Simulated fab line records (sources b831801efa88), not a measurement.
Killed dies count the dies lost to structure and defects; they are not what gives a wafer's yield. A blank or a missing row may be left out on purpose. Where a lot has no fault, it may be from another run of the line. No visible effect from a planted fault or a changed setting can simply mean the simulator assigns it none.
A sampling plan put to the test :: flow sky130 :: each of the 35 faults these records tell of, on one fab line, judged from the records of the lots it struck
The line's own looks make up the plan; these are the steps of the route where a gauge or inspection reads the wafer and leaves it unchanged. A look can be judged if struck wafers have a number there and the file gives its usual mean and standard deviation on fault-free wafers. Caught: the struck wafers' mean, at a look after the fault's first step, is 4 or more of those standard deviations (sigma) away from the usual mean. On the tool: the test repeated on the tool's own readings taken at the fault's steps. Another recipe on the struck wafers, or a record that is blank for them alone, also counts as caught.

## THE FAULTS, as the simulator had put them in
1. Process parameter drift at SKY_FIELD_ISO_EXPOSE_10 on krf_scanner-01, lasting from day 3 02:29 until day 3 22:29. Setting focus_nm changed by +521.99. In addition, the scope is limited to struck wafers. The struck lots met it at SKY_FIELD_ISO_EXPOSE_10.
2. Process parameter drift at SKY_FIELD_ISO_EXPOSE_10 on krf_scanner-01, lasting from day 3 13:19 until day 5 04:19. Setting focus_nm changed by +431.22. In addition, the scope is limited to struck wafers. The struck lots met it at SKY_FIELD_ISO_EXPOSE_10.
3. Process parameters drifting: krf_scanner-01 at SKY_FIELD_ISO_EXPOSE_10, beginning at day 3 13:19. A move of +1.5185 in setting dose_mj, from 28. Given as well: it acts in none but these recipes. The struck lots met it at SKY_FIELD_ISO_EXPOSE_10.
4. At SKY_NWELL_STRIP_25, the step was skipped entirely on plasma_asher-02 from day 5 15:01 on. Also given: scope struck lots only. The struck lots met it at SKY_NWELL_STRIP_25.
5. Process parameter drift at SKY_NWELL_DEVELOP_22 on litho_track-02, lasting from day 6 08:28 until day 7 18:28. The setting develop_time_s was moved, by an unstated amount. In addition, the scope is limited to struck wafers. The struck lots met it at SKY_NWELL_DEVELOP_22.
6. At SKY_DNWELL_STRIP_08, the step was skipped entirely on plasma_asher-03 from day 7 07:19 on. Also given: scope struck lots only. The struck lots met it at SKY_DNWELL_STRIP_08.
7. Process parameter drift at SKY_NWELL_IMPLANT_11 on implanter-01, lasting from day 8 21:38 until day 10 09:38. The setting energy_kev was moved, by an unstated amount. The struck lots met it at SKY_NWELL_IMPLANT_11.
8. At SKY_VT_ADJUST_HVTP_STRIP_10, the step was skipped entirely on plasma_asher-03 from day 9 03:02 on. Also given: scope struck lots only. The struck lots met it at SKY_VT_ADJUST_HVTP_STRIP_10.
9. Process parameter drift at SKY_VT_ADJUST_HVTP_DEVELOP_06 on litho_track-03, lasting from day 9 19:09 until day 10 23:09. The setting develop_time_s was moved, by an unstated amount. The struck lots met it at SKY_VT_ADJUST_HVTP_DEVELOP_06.
10. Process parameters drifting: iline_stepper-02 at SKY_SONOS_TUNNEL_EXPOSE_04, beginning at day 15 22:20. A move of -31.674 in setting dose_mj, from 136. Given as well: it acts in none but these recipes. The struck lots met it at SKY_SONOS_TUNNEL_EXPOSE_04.
11. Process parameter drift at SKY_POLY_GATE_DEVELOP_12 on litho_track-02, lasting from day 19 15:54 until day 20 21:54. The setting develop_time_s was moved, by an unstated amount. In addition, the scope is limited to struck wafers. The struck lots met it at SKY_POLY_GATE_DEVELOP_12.
12. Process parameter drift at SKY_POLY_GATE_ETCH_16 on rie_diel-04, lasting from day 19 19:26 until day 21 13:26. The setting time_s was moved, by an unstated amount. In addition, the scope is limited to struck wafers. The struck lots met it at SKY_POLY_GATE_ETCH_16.
13. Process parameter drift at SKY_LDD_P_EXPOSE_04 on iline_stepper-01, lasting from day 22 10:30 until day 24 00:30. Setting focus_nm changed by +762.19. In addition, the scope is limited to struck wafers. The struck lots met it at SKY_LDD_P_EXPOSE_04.
14. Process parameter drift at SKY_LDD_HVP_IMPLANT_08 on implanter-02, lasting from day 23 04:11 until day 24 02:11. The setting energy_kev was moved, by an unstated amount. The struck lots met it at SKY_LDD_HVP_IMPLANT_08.
15. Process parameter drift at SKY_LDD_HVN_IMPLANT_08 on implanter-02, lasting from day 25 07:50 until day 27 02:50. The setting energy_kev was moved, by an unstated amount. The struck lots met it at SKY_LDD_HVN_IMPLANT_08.
16. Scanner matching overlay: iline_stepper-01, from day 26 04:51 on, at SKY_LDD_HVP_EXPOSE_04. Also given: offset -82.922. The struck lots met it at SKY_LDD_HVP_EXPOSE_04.
17. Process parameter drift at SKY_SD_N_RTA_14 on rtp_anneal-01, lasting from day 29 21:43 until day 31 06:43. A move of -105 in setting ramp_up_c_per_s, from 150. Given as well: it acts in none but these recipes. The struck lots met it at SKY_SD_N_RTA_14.
18. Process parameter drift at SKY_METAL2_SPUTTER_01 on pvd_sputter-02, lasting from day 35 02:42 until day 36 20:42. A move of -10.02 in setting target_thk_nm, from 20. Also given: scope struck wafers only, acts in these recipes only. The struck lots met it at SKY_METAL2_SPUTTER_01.
19. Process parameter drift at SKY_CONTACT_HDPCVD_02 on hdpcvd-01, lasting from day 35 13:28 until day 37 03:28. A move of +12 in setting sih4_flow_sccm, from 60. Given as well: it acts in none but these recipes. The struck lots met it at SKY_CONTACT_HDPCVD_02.
20. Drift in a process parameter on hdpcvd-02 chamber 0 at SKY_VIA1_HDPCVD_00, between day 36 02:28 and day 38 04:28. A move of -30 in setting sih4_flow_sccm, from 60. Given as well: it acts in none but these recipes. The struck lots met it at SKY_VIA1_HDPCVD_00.
21. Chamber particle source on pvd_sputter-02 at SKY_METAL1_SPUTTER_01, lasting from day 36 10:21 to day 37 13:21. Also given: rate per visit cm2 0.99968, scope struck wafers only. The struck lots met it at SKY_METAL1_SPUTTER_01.
22. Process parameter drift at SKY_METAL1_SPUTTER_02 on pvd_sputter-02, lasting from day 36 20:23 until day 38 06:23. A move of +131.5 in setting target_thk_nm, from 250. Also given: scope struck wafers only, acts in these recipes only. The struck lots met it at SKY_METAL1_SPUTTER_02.
23. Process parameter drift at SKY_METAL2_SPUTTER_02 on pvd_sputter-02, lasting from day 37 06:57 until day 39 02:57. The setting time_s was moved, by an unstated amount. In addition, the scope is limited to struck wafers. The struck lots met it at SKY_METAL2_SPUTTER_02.
24. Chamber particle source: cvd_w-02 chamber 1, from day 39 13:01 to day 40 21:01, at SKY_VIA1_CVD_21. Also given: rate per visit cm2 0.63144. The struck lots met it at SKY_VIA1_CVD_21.
25. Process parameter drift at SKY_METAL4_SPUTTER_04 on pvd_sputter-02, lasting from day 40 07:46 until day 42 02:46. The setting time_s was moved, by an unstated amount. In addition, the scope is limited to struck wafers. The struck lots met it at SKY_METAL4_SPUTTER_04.
26. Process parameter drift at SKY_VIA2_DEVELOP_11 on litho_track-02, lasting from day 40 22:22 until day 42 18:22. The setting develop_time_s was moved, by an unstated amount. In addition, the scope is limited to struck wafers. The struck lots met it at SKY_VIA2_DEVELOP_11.
27. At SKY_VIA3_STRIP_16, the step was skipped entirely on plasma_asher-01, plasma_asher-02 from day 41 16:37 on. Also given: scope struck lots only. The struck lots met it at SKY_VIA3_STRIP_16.
28. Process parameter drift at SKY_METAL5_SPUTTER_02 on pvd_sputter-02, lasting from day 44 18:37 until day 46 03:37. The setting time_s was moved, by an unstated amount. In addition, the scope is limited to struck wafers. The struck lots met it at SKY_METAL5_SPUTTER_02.
29. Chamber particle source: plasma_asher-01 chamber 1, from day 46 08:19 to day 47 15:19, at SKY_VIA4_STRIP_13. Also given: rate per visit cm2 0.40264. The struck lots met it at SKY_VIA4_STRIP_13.
30. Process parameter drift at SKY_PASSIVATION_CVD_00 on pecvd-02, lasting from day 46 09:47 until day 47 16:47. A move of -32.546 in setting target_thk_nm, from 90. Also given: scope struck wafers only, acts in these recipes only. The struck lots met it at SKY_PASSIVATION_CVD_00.
31. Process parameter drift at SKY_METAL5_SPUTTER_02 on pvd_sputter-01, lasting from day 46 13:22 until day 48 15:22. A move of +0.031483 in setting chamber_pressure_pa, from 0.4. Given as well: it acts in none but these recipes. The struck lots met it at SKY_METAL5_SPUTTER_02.
32. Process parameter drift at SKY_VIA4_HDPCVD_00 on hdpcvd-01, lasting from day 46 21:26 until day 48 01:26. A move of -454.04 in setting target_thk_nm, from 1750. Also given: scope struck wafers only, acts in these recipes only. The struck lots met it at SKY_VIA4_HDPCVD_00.
33. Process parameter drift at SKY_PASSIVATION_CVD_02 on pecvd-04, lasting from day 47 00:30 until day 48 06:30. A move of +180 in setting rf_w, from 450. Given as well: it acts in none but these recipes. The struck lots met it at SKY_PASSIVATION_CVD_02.
34. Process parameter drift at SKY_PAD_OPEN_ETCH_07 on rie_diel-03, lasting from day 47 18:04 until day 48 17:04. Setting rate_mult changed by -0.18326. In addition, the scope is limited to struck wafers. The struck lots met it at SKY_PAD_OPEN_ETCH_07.
35. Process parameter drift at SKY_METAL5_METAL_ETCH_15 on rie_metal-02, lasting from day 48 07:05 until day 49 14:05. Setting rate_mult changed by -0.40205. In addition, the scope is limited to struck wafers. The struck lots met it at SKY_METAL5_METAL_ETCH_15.

## WHAT THE PLAN SAW
fault: 1
on the tool itself: no reading that can be judged
first look that catches it: SKY_FIELD_ISO_CD_MEAS_13
reading, sigma: cd_nm -65
median hours from its first step to that look: 8.0
hours from the fault's start to the first struck lot there: 12
judged looks passed uncaught: 0

fault: 2
on the tool itself: no reading that can be judged
first look that catches it: SKY_FIELD_ISO_CD_MEAS_13
reading, sigma: cd_nm -44
median hours from its first step to that look: 7.8
hours from the fault's start to the first struck lot there: 14
judged looks passed uncaught: 0

fault: 3
on the tool itself: exposure_dose_mJ_cm2 +47 sigma
first look that catches it: SKY_FIELD_ISO_CD_MEAS_13
reading, sigma: cd_nm -4.8
median hours from its first step to that look: 8.0
hours from the fault's start to the first struck lot there: 14
judged looks passed uncaught: 0

fault: 4
on the tool itself: the tool's record is blank for the struck wafers
first look that catches it: SKY_VT_ADJUST_HVTP_TW_MEAS_11
reading, sigma: VT_ADJUST_HVTP_TW -83
median hours from its first step to that look: 20.0
hours from the fault's start to the first struck lot there: 23
judged looks passed uncaught: 0

fault: 5
on the tool itself: under 2 sigma
first look that catches it: SKY_NWELL_TW_MEAS_26
reading, sigma: NWELL_2_TW -99 or beyond
median hours from its first step to that look: 1.3
hours from the fault's start to the first struck lot there: 26
judged looks passed uncaught: 0

fault: 6
on the tool itself: the tool's record is blank for the struck wafers
first look that catches it: SKY_PWDE_TW_MEAS_10
reading, sigma: PWDE_TW -99 or beyond
median hours from its first step to that look: 20.5
hours from the fault's start to the first struck lot there: 24
judged looks passed uncaught: 0

fault: 7
on the tool itself: beam_energy_keV -99 or beyond sigma
first look that catches it: SKY_NWELL_RS_MEAS_29
reading, sigma: NWELL_RS +4.4
median hours from its first step to that look: 23.6
hours from the fault's start to the first struck lot there: 30
judged looks passed uncaught: 0

fault: 8
on the tool itself: the tool's record is blank for the struck wafers
first look that catches it: SKY_VT_ADJUST_LVTN_TW_MEAS_10
reading, sigma: VT_ADJUST_LVTN_TW -70
median hours from its first step to that look: 22.5
hours from the fault's start to the first struck lot there: 24
judged looks passed uncaught: 0

fault: 9
on the tool itself: under 2 sigma
first look that catches it: SKY_VT_ADJUST_HVTP_CD_MEAS_07
reading, sigma: cd_nm -99 or beyond
median hours from its first step to that look: 0.1
hours from the fault's start to the first struck lot there: 5
judged looks passed uncaught: 0

fault: 10
on the tool itself: exposure_dose_mJ_cm2 -99 or beyond sigma
first look that catches it: SKY_SONOS_TUNNEL_CD_MEAS_07
reading, sigma: cd_nm -26
median hours from its first step to that look: 14.6
hours from the fault's start to the first struck lot there: 20
judged looks passed uncaught: 0

fault: 11
on the tool itself: no reading that can be judged
first look that catches it: none of the 2 looks that can be judged after it
reading, sigma: -
median hours from its first step to that look: -
hours from the fault's start to the first struck lot there: -
judged looks passed uncaught: 2

fault: 12
on the tool itself: run_length_s -18 sigma
first look that catches it: no look after it can be judged
reading, sigma: -
median hours from its first step to that look: -
hours from the fault's start to the first struck lot there: -
judged looks passed uncaught: 0

fault: 13
on the tool itself: no reading that can be judged
first look that catches it: SKY_LDD_P_CD_MEAS_07
reading, sigma: cd_nm -4.9
median hours from its first step to that look: 15.4
hours from the fault's start to the first struck lot there: 30
judged looks passed uncaught: 0

fault: 14
on the tool itself: beam_energy_keV -99 or beyond sigma
first look that catches it: no look after it can be judged
reading, sigma: -
median hours from its first step to that look: -
hours from the fault's start to the first struck lot there: -
judged looks passed uncaught: 0

fault: 15
on the tool itself: beam_energy_keV +99 or beyond sigma
first look that catches it: SKY_LDD_HVN_TW_MEAS_10
reading, sigma: LDD_HVN_TW +4.2
median hours from its first step to that look: 0.2
hours from the fault's start to the first struck lot there: 10
judged looks passed uncaught: 0

fault: 16
on the tool itself: under 2 sigma
first look that catches it: SKY_LDD_HVP_OVL_MEAS_07
reading, sigma: LDD_HVP_OVL -69
median hours from its first step to that look: 14.0
hours from the fault's start to the first struck lot there: 18
judged looks passed uncaught: 0

fault: 17
on the tool itself: ramp_up_c_per_s -99 or beyond sigma
first look that catches it: no look after it can be judged
reading, sigma: -
median hours from its first step to that look: -
hours from the fault's start to the first struck lot there: -
judged looks passed uncaught: 0

fault: 18
on the tool itself: under 2 sigma
first look that catches it: no look after it can be judged
reading, sigma: -
median hours from its first step to that look: -
hours from the fault's start to the first struck lot there: -
judged looks passed uncaught: 0

fault: 19
on the tool itself: sih4_flow_sccm +66 sigma
first look that catches it: SKY_CONTACT_THK_MEAS_03
reading, sigma: CONTACT_HDPCVD_THK +20
median hours from its first step to that look: 0.1
hours from the fault's start to the first struck lot there: 13
judged looks passed uncaught: 0

fault: 20
on the tool itself: sih4_flow_sccm -99 or beyond sigma
first look that catches it: SKY_VIA1_THK_MEAS_01
reading, sigma: VIA1_HDPCVD_THK -37
median hours from its first step to that look: 0.1
hours from the fault's start to the first struck lot there: 8
judged looks passed uncaught: 0

fault: 21
on the tool itself: under 2 sigma
first look that catches it: not the one look that can be judged after it
reading, sigma: -
median hours from its first step to that look: -
hours from the fault's start to the first struck lot there: -
judged looks passed uncaught: 1

fault: 22
on the tool itself: under 2 sigma
first look that catches it: SKY_METAL1_RS_MEAS_05
reading, sigma: METAL1_ALCU_RS -33
median hours from its first step to that look: 0.1
hours from the fault's start to the first struck lot there: 9
judged looks passed uncaught: 0

fault: 23
on the tool itself: under 2 sigma
first look that catches it: SKY_METAL2_RS_MEAS_05
reading, sigma: METAL2_ALCU_RS -29
median hours from its first step to that look: 0.1
hours from the fault's start to the first struck lot there: 8
judged looks passed uncaught: 0

fault: 24
on the tool itself: under 2 sigma
first look that catches it: no look after it can be judged
reading, sigma: -
median hours from its first step to that look: -
hours from the fault's start to the first struck lot there: -
judged looks passed uncaught: 0

fault: 25
on the tool itself: under 2 sigma
first look that catches it: no look after it can be judged
reading, sigma: -
median hours from its first step to that look: -
hours from the fault's start to the first struck lot there: -
judged looks passed uncaught: 0

fault: 26
on the tool itself: under 2 sigma
first look that catches it: none of the 2 looks that can be judged after it
reading, sigma: strongest: cd_nm at SKY_VIA2_CD_MEAS_12, -2.6
median hours from its first step to that look: -
hours from the fault's start to the first struck lot there: -
judged looks passed uncaught: 2

fault: 27
on the tool itself: no reading that can be judged
first look that catches it: no look after it can be judged
reading, sigma: -
median hours from its first step to that look: -
hours from the fault's start to the first struck lot there: -
judged looks passed uncaught: 0

fault: 28
on the tool itself: under 2 sigma
first look that catches it: SKY_METAL5_RS_MEAS_05
reading, sigma: METAL5_ALCU_RS +17
median hours from its first step to that look: 0.1
hours from the fault's start to the first struck lot there: 5
judged looks passed uncaught: 0

fault: 29
on the tool itself: under 2 sigma
first look that catches it: no look after it can be judged
reading, sigma: -
median hours from its first step to that look: -
hours from the fault's start to the first struck lot there: -
judged looks passed uncaught: 0

fault: 30
on the tool itself: under 2 sigma
first look that catches it: SKY_PASSIVATION_THK_MEAS_01
reading, sigma: PASSIVATION_CVD_00_THK -26
median hours from its first step to that look: 0.0
hours from the fault's start to the first struck lot there: 2
judged looks passed uncaught: 0

fault: 31
on the tool itself: chamber_pressure_pa +39 sigma
first look that catches it: none of the 2 looks that can be judged after it
reading, sigma: -
median hours from its first step to that look: -
hours from the fault's start to the first struck lot there: -
judged looks passed uncaught: 2

fault: 32
on the tool itself: no reading that can be judged
first look that catches it: SKY_VIA4_THK_MEAS_01
reading, sigma: VIA4_HDPCVD_THK -22
median hours from its first step to that look: 0.2
hours from the fault's start to the first struck lot there: 11
judged looks passed uncaught: 0

fault: 33
on the tool itself: rf_fwd_power_W +99 or beyond sigma
first look that catches it: SKY_PASSIVATION_THK_MEAS_03
reading, sigma: PASSIVATION_CVD_02_THK +8.6
median hours from its first step to that look: 0.2
hours from the fault's start to the first struck lot there: 3
judged looks passed uncaught: 0

fault: 34
on the tool itself: oes_product_au -13 sigma
first look that catches it: no look after it can be judged
reading, sigma: -
median hours from its first step to that look: -
hours from the fault's start to the first struck lot there: -
judged looks passed uncaught: 0

fault: 35
on the tool itself: oes_product_au -28 sigma
first look that catches it: no look after it can be judged
reading, sigma: -
median hours from its first step to that look: -
hours from the fault's start to the first struck lot there: -
judged looks passed uncaught: 0
Dash: fault not caught, or number not given in these records.

Caught at a look: 21 of 35. Caught on the tool: 16 of 35. By one or the other: 27 of 35.
Caught on the tool alone: faults 12, 14, 17, 31, 34, 35.
Caught at a look alone: faults 1, 2, 5, 9, 13, 16, 22, 23, 28, 30, 32.
Caught by neither: faults 11, 18, 21, 24, 25, 26, 27, 29.

## THINNER SAMPLING
In the worst case, this is how late the first struck lot would be measured if the look that catches a fault measured only every second or every third lot, by lot number:
fault: 1
struck lots at that look, in order of time: L869, L872
every lot: 12 h
every second lot: 25 h
every third lot: may miss all 2

fault: 2
struck lots at that look, in order of time: L534, L535
every lot: 14 h
every second lot: 20 h
every third lot: may miss all 2

fault: 3
struck lots at that look, in order of time: L839, L840, L846
every lot: 14 h
every second lot: 20 h
every third lot: may miss all 3

fault: 4
struck lots at that look, in order of time: L363, L364, L365
every lot: 23 h
every second lot: 29 h
every third lot: 36 h

fault: 5
struck lots at that look, in order of time: L122
every lot: 26 h
every second lot: may miss it
every third lot: may miss it

fault: 6
struck lots at that look, in order of time: L286, L287
every lot: 24 h
every second lot: 29 h
every third lot: may miss all 2

fault: 7
struck lots at that look, in order of time: L201, L204
every lot: 30 h
every second lot: 47 h
every third lot: may miss all 2

fault: 8
struck lots at that look, in order of time: L342, L343
every lot: 24 h
every second lot: 35 h
every third lot: may miss all 2

fault: 9
struck lots at that look, in order of time: L141, L145
every lot: 5 h
every second lot: may miss all 2
every third lot: may miss all 2

fault: 10
struck lots at that look, in order of time: L387, L388, L391, L392
every lot: 20 h
every second lot: 24 h
every third lot: 58 h

fault: 13
struck lots at that look, in order of time: L167
every lot: 30 h
every second lot: may miss it
every third lot: may miss it

fault: 15
struck lots at that look, in order of time: L992, L993
every lot: 10 h
every second lot: 31 h
every third lot: may miss all 2

fault: 16
struck lots at that look, in order of time: L601, L600, L602
every lot: 18 h
every second lot: 19 h
every third lot: 39 h

fault: 19
struck lots at that look, in order of time: L365, L366
every lot: 13 h
every second lot: 21 h
every third lot: may miss all 2

fault: 20
struck lots at that look, in order of time: L669
every lot: 8 h
every second lot: may miss it
every third lot: may miss it

fault: 22
struck lots at that look, in order of time: L226, L228, L229
every lot: 9 h
every second lot: 26 h
every third lot: may miss all 3

fault: 23
struck lots at that look, in order of time: L394, L397
every lot: 8 h
every second lot: 36 h
every third lot: may miss all 2

fault: 28
struck lots at that look, in order of time: L836, L837, L839
every lot: 5 h
every second lot: 8 h
every third lot: may miss all 3

fault: 30
struck lots at that look, in order of time: L451, L452
every lot: 2 h
every second lot: 12 h
every third lot: may miss all 2

fault: 32
struck lots at that look, in order of time: L374
every lot: 11 h
every second lot: may miss it
every third lot: may miss it

fault: 33
struck lots at that look, in order of time: L779, L780
every lot: 3 h
every second lot: 16 h
every third lot: may miss all 2
Hours are from the fault's start to the first struck lot that is measured. Since the struck wafers were tested as one group against 4 sigma, a single lot by itself may lie under the limit. Other struck lots may not be in these records.

## THE LONGEST TIMED WAY FROM STEP TO LOOK
Fault 7: median gap of 23.6 hours between SKY_NWELL_IMPLANT_11 and SKY_NWELL_RS_MEAS_29. No look between them can be judged.
